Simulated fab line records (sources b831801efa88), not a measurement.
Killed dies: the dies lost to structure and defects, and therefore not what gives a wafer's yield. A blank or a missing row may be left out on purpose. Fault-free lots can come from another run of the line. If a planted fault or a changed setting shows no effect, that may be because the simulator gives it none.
Comparing a struck lot with a sound one / flow gf180mcu / 43 out of 602 route steps
Sound: these wafers, L116.1, L116.2, L116.4. Wafers L132.1, L132.3, L132.5 were the ones struck. Last of all comes the cause.
At each step with rows: each side's tool, then ch and its chambers, then its first start. Under that, the readings that differ: sound wafers / struck wafers / difference of the means / sigmas: that difference in standard deviations of wafers without a fault.
alike: readings with means less than 2 such deviations apart, plus words and numbers identical on both sides. not compared: withheld readings, readings lacking a value on some wafer, bounds such as >300 that could conceal the same value, and numbers that have no deviation in the record and whose values overlap.
The two part at a step that has a row with sigmas, a row that says differs or no value, or rows on one side only. Numbers that don't overlap but have no deviation are shown without sigmas and don't part them. A reading that every wafer of one side lacks parts them only if that side has two wafers or more.

first, 2 steps without rows for these wafers: GF_LVPWELL_IMPLANT_08; GF_LVPWELL_IMPLANT_09.
GF_LVPWELL_STRIP_10: strips in O2/N2.
  sound on plasmaAsher-04 ch 0,1, day 4 04:30; struck on plasmaAsher-02 ch 0,1, day 7 20:36
  alike: drypumpMotorCurrentA, heaterPowerW, oesProductAu, stripTimeToEndpointS
  not compared: rfHoursCounterH
GF_LVPWELL_TW_MEAS_11:
  sound on filmMetro-02 at day 4 04:36; struck on filmMetro-04 at day 7 20:42
  alike: LVPWELL_TW
then, 7 steps without rows for these wafers: GF_MVSD_DEHYDRATE_00 (time 60 s); GF_MVSD_HMDS_01 (prime time 60 s); GF_MVSD_COAT_02 (resist thk 3000 nm); GF_MVSD_SOFTBAKE_03; GF_MVSD_EXPOSE_04 (exposes mask MVSD, target cd 1000 nm); GF_MVSD_PEB_05; GF_MVSD_DEVELOP_06 (develop time 60 s).
GF_MVSD_OVL_MEAS_07:
  sound on overlay-01 at day 4 18:28; struck on overlay-01 at day 8 12:10
  alike: MVSD_OVL
GF_MVSD_IMPLANT_08:
  sound on implanter-04 ch 0, day 4 18:30; struck on implanter-04 ch 0, day 8 12:12
reading=doseIonsCm2; sound=1.5991e+13 1.6002e+13 1.5985e+13; struck=1.595e+12 1.57e+12 1.61e+12; difference=-1.440e+13; sigmas=-99 or more
reading=faradayCurrentUA; sound=92.3 90.6 93.1; struck=9.0 9.0 9.2; difference=-82.9; sigmas=-44
after that, 1 step had no rows for these wafers: GF_MVSD_IMPLANT_09.
GF_MVSD_STRIP_10: strips in O2/N2.
  sound on plasmaAsher-03 ch 0,1, day 4 18:48; struck on plasmaAsher-02 ch 0,1, day 8 12:30
reading=drypumpMotorCurrentA (A); sound=5.7 5.3 5.3; struck=6.4 6.4 5.7; difference=+0.7; sigmas=+2
  alike: heaterPowerW, oesProductAu, stripTimeToEndpointS
  not compared: rfHoursCounterH
GF_MVSD_TW_MEAS_11:
  sound on filmMetro-02 at day 4 18:54; struck on filmMetro-02 at day 8 12:36
reading=MVSD_TW; sound=1614 1608 1607; struck=988 994 985; difference=-621; sigmas=-37
then, 7 steps without rows for these wafers: GF_MVPSD_DEHYDRATE_00 (time 60 s); GF_MVPSD_HMDS_01 (prime time 60 s); GF_MVPSD_COAT_02 (resist thk 3000 nm); GF_MVPSD_SOFTBAKE_03; GF_MVPSD_EXPOSE_04 (exposes mask MVPSD, target cd 1000 nm); GF_MVPSD_PEB_05; GF_MVPSD_DEVELOP_06 (develop time 60 s).
GF_MVPSD_OVL_MEAS_07:
  sound on overlay-02 at day 5 08:25; struck on overlay-02 at day 9 05:37
reading=MVPSD_OVL (nm); sound=0.1 1.3 -0.5; struck=2.2 3.6 2.4; difference=+2.4; sigmas=+2
then, 2 steps without rows for these wafers: GF_MVPSD_IMPLANT_08; GF_MVPSD_IMPLANT_09.
GF_MVPSD_STRIP_10: strips in O2/N2.
  sound on plasmaAsher-04 ch 0,1, day 5 08:45; struck on plasmaAsher-03 ch 0,1, day 9 05:57
reading=stripTimeToEndpointS (s); sound=36.83 36.87 36.83; struck=37.06 37.12 37.07; difference=+0.24; sigmas=+2
  alike: drypumpMotorCurrentA, heaterPowerW, oesProductAu
  not compared: rfHoursCounterH
GF_MVPSD_TW_MEAS_11:
  sound on filmMetro-01 at day 5 08:51; struck on filmMetro-02 at day 9 06:03
reading=MVPSD_TW; sound=552 555 553; struck=565 565 566; difference=+12; sigmas=+2
then, 7 steps without rows for these wafers: GF_VT_IMPLANT_DEHYDRATE_00 (time 60 s); GF_VT_IMPLANT_HMDS_01 (prime time 60 s); GF_VT_IMPLANT_COAT_02 (resist thk 1000 nm); GF_VT_IMPLANT_SOFTBAKE_03 (time 60 s); GF_VT_IMPLANT_EXPOSE_04 (exposes mask LVPWELL LV AREA, target cd 600 nm); GF_VT_IMPLANT_PEB_05; GF_VT_IMPLANT_DEVELOP_06 (develop time 60 s).
GF_VT_IMPLANT_OVL_MEAS_07:
  sound on overlay-02 at day 5 23:16; struck on overlay-02 at day 9 22:58
  alike: VT_IMPLANT_OVL
after that, 1 step had no rows for these wafers: GF_VT_IMPLANT_IMPLANT_08.
GF_VT_IMPLANT_STRIP_09: strips in O2/N2.
  sound on plasmaAsher-01 ch 0,1, day 5 23:27; struck on plasmaAsher-02 ch 0, day 9 23:09
reading=stripTimeToEndpointS (s); sound=12.60 12.60 12.58; struck=12.69 12.66 12.68; difference=+0.08; sigmas=+2
  alike: drypumpMotorCurrentA, heaterPowerW, oesProductAu
  not compared: rfHoursCounterH
GF_VT_IMPLANT_TW_MEAS_10:
  sound on filmMetro-04 at day 5 23:33; struck on filmMetro-03 at day 9 23:15
  alike: VT_IMPLANT_TW
then, 3 steps without rows for these wafers: GF_VT_IMPLANT_DEHYDRATE_11 (time 60 s); GF_VT_IMPLANT_HMDS_12 (prime time 60 s); GF_VT_IMPLANT_COAT_13 (resist thk 1000 nm).
-- the record jumps here: 2 days lie between the struck wafers' starts before and after --
GF_VT_IMPLANT_RS_MEAS_46: the measuring method here is four-point-probe.
  sound on filmMetro-01 at day 7 22:16; struck on filmMetro-02 at day 12 06:28
reading=MVSD_RS (ohm/sq); sound=454.2 455.9 456.2; struck=1194.3 1191.7 1202.3; difference=+740.7; sigmas=+99 or more

WHERE THEY PART
Earliest at GF_MVSD_IMPLANT_08; latest, in this record, at GF_VT_IMPLANT_RS_MEAS_46.

WHY: what the simulator had put in
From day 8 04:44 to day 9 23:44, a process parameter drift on implanter-04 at GF_MVSD_IMPLANT_08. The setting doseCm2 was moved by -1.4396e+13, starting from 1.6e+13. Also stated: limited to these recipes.
